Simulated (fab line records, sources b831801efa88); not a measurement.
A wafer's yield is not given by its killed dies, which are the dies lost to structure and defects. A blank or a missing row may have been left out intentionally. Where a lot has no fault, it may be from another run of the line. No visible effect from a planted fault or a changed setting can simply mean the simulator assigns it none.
Lot-split experiment | flow gf180mcu | 5 lots, 23 wafers read, on a route of 602 steps

ABOUT THE SPLIT
At GF_M3_PEB_12 (peb time 90 s), the setting peb time s was moved away from the recipe's 90 s on 9 of the 23 wafers read, by -11.3% to +11.4%. This setting was run at the recipe's value on the other wafers.

BETWEEN THE SPLIT AND THE READING: the file shows 1 step in between
- GF_M3_DEVELOP_13: develop time 60 s

THE READING
cd nm, in nm, at GF_M3_CD_MEAS_14 (target cd 280 nm). On this fab line, fault-free wafers typically give 280.3 nm with a standard deviation of 1.1 nm.

wafer  | tool, chamber at the split | peb time s as run, s | against the recipe | cd nm, nm | against lot-mates on the recipe
L076.1 | litho track-04, 0          | 90                   | recipe             | 280.9     | -
L076.2 | litho track-04, 0          | 83.24                | -7.5%              | 282.1     | +1.6
L076.3 | litho track-04, 0          | 83.24                | -7.5%              | 282.4     | +1.9
L076.5 | litho track-04, 0          | 90                   | recipe             | 280.1     | -
L076.6 | litho track-04, 0          | 90                   | recipe             | 280.4     | -
L078.1 | litho track-02, 0          | 90                   | recipe             | 279.9     | -
L078.2 | litho track-02, 0          | 100.3                | +11.4%             | 278.0     | -2.4
L078.3 | litho track-02, 0          | 90                   | recipe             | 280.8     | -
L078.4 | litho track-02, 0          | 100.3                | +11.4%             | 279.2     | -1.2
L078.6 | litho track-02, 0          | 100.3                | +11.4%             | 278.5     | -1.9
L081.1 | litho track-02, 0          | 99.9                 | +11.0%             | 280.5     | -2.1
L081.2 | litho track-02, 0          | 90                   | recipe             | 282.8     | -
L081.3 | litho track-02, 0          | 90                   | recipe             | 281.9     | -
L081.4 | litho track-02, 0          | 90                   | recipe             | 283.0     | -
L081.6 | litho track-02, 0          | 99.9                 | +11.0%             | 280.8     | -1.8
L080.1 | litho track-02, 0          | 90                   | recipe             | 279.2     | -
L080.3 | litho track-02, 0          | 90                   | recipe             | 279.5     | -
L080.5 | litho track-02, 0          | 90                   | recipe             | 279.0     | -
L085.1 | litho track-03, 0          | 79.83                | -11.3%             | 283.8     | +2.3
L085.2 | litho track-03, 0          | 90                   | recipe             | 282.1     | -
L085.3 | litho track-03, 0          | 90                   | recipe             | 282.1     | -
L085.5 | litho track-03, 0          | 90                   | recipe             | 280.3     | -
L085.6 | litho track-03, 0          | 79.83                | -11.3%             | 283.8     | +2.3

THE FIT
A straight line over all 23 wafers: cd nm changes by -0.174 nm for each +1% of peb time s; r = -0.70; the points scatter about the line by 1.2 nm.
The same after taking each lot's own level away (the mean of its wafers on the recipe; 23 wafers): -0.184 nm for each +1%; r = -0.93; scatter 0.49 nm.
That fit puts the effect of the largest move of peb time s on the reading at 2.1 nm.
The lots' own levels span 279.23 to 282.57 nm, that is 3.0 times the standard deviation above.
So the lot-to-lot level blurs the effect unless lot-mates are compared.
Check: with one of the wafers moved furthest among these (+11.4%) left out of the fit, the line predicts -1.93 nm for it against its lot-mates. Against them it came out at -2.35 nm.

OTHER SPLITS APPLIED TO THESE WAFERS
Before the reading, these wafers also passed through other splits. Each is held against what the fit with the lots' levels taken away leaves over:
other split on the same wafers | wafers away from the commonest value | r with cd nm (lot level and that fit taken away)
GF_M1_METAL_ETCH_16 time s     | 11                                   | -0.07
GF_V1_CVD_02 time s            | 8                                    | -0.19
GF_M2_SPUTTER_03 power w       | 11                                   | -0.15
GF_M2_EXPOSE_11 dose mj        | 8                                    | -0.55
GF_V2_CVD_23 temp c            | 11                                   | -0.27
GF_M3_SPUTTER_04 time s        | 8                                    | -0.12

FILE'S OWN FIT
cd nm changes by -0.186 nm for each +1% of peb time s, r = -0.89.
